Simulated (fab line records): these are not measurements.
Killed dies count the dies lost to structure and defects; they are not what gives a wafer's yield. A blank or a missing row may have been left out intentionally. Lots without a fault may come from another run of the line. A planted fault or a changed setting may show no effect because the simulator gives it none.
Matching of chambers | flow sky130 | SKY_VIA1_CMP_24 on cmp-02: 4 sister chambers
The step polishes, stops on SiO2, t overpolish 15 s, target thk 0 nm. 8 wafers are shown with their chamber, then 10 later ones without.

== WAFERS, EACH WITH ITS CHAMBER ==
wafer  | chamber | timeToEndpointS (s) | motorCurrentA (A)
L078.4 | 3       | 75                  | 10.7
L084.3 | 1       | 66                  | 10.7
L084.6 | 0       | 71                  | 9.7
L085.1 | 0       | 71                  | 10.1
L085.2 | 1       | 67                  | 10.9
L085.3 | 2       | 61                  | 10.9
L086.1 | 3       | 75                  | 10.9
L086.4 | 2       | 57                  | 10.5

== WAFERS WITHOUT THEIR CHAMBER ==
wafer  | timeToEndpointS (s) | motorCurrentA (A)
L086.5 | 71                  | 10.4
L088.1 | 67                  | 10.8
L088.3 | 78                  | 10.5
L088.5 | 64                  | 11.2
L089.3 | 67                  | 9.9
L089.4 | 70                  | 11.0
L089.6 | 66                  | 10.8
L096.3 | 66                  | 11.2
L096.4 | 69                  | 10.7
L096.5 | 72                  | 10.2

== CHAMBER TAKEN BY EACH ==
wafer  | from the rows above          | in truth
L086.5 | can't be placed: 0 or 3 or 1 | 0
L088.1 | 1                            | 1
L088.3 | 3                            | 3
L088.5 | can't be placed: 1 or 2      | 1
L089.3 | can't be placed: 0 or 1      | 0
L089.4 | can't be placed: 1 or 3      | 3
L089.6 | 1                            | 1
L096.3 | 1                            | 1
L096.4 | 1                            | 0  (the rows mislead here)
L096.5 | can't be placed: 0 or 3      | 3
Correct placement for 4 of the 10. Cannot be placed on the basis of these rows: 5; the candidates contain the true chamber in 5. Wrongly placed: 1.
How it was worked out, from the rows above alone: a wafer's distance from a chamber is the root of the sum, over the readings, of the square of ((its reading less the chamber's mean) divided by the reading's scatter). The wafer belongs to the nearest chamber; if the next one is less than 2 further off, it can't be placed. Each chamber's mean is taken over the wafers shown for it. The scatter: the root of (the sum of the squares of (reading less its chamber's mean) over the shown wafers, divided by (wafers less chambers)).
